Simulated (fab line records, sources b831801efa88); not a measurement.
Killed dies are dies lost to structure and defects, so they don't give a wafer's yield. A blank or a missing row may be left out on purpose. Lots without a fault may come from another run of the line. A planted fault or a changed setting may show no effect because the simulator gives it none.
Split-lot experiment | flow sfq_line | 5 lots, 23 wafers read, on a route of 325 steps

THE SPLIT
At SFQ_TRILAYER_I6_VIA_BARC_OPEN_VIA_ETCH_235 (etches BARC in O2, target depth 125 nm, time 41.7 s), the setting source_w was moved away from the recipe's 500 W on 5 of the 23 wafers read, by +5.3% to +9.9%. The other wafers ran this setting at the recipe's value.

The reading is taken at the split's own step.

THE READING
KrF_of_TRILAYER_I6_VIA_LITHO_COAT_169.thk_nm (the simulator's own value, which no gauge read), in nm, at SFQ_TRILAYER_I6_VIA_BARC_OPEN_VIA_ETCH_235 (etches BARC in O2, target depth 125 nm, time 41.7 s). The file gives no usual value for it. The 18 wafers here that ran the recipe average 580.4 nm, standard deviation 1.7 nm.

wafer  | tool, chamber at the split | source_w as run, W | against the recipe | KrF_of_TRILAYER_I6_VIA_LITHO_COAT_169.thk_nm, nm | against lot-mates on the recipe
L076.1 | rie_diel-01, 2             | 500                | recipe             | 579.1                                            | -
L076.2 | rie_diel-01, 3             | 500                | recipe             | 579.8                                            | -
L076.3 | rie_diel-01, 1             | 500                | recipe             | 578.6                                            | -
L076.4 | rie_diel-01, 2             | 526.7              | +5.3%              | 575.3                                            | -3.9
L076.5 | rie_diel-01, 1             | 526.7              | +5.3%              | 575.8                                            | -3.4
L077.1 | rie_diel-04, 2             | 500                | recipe             | 583.4                                            | -
L077.2 | rie_diel-04, 1             | 500                | recipe             | 580.2                                            | -
L077.4 | rie_diel-04, 3             | 500                | recipe             | 581.3                                            | -
L077.5 | rie_diel-04, 3             | 500                | recipe             | 581.3                                            | -
L077.6 | rie_diel-04, 2             | 500                | recipe             | 582.5                                            | -
L078.1 | rie_diel-03, 0             | 500                | recipe             | 580.4                                            | -
L078.2 | rie_diel-03, 3             | 500                | recipe             | 581.5                                            | -
L078.3 | rie_diel-03, 2             | 500                | recipe             | 581.8                                            | -
L078.4 | rie_diel-03, 1             | 500                | recipe             | 581.6                                            | -
L078.6 | rie_diel-03, 0             | 500                | recipe             | 580                                              | -
L082.2 | rie_diel-04, 2             | 500                | recipe             | 581.9                                            | -
L082.4 | rie_diel-04, 1             | 500                | recipe             | 578.7                                            | -
L082.6 | rie_diel-04, 2             | 500                | recipe             | 580.2                                            | -
L083.2 | rie_diel-01, 3             | 549.7              | +9.9%              | 572.1                                            | -5.3
L083.3 | rie_diel-01, 2             | 500                | recipe             | 578.4                                            | -
L083.4 | rie_diel-01, 1             | 500                | recipe             | 576.4                                            | -
L083.5 | rie_diel-01, 3             | 549.7              | +9.9%              | 572.7                                            | -4.7
L083.6 | rie_diel-01, 2             | 549.7              | +9.9%              | 571.5                                            | -5.9

THE FIT
A straight line over all 23 wafers: KrF_of_TRILAYER_I6_VIA_LITHO_COAT_169.thk_nm changes by -0.844 nm for each +1% of source_w; r = -0.89; the points scatter about the line by 1.6 nm.
The same after taking each lot's own level away (the mean of its wafers on the recipe; 23 wafers): -0.553 nm for each +1%; r = -0.91; scatter 0.93 nm.
On that fit, the largest move of source_w shifts the reading by 5.5 nm.
The lots' own levels span 577.40 to 581.74 nm, that is 2.6 times the standard deviation above.
So the lot-to-lot level changes the slope: the two fits differ.
Check: with one of the wafers moved furthest among these (+9.9%) left out of the fit, the line predicts -5.61 nm for it against its lot-mates. It came out at -5.3 nm against them.

OTHER SPLITS ON THESE WAFERS
These wafers also went through other splits before the reading. Each is held against what the fit with the lots' levels taken away leaves over:
other split on the same wafers       | wafers away from the commonest value | r with KrF_of_TRILAYER_I6_VIA_LITHO_COAT_169.thk_nm (lot level and that fit taken away)
SFQ_TRILAYER_I6_DEP_PECVD_165 time_s | 5                                    | +0.02

THE FILE'S OWN FIT
KrF_of_TRILAYER_I6_VIA_LITHO_COAT_169.thk_nm changes by -0.565 nm for each +1% of source_w, r = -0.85.
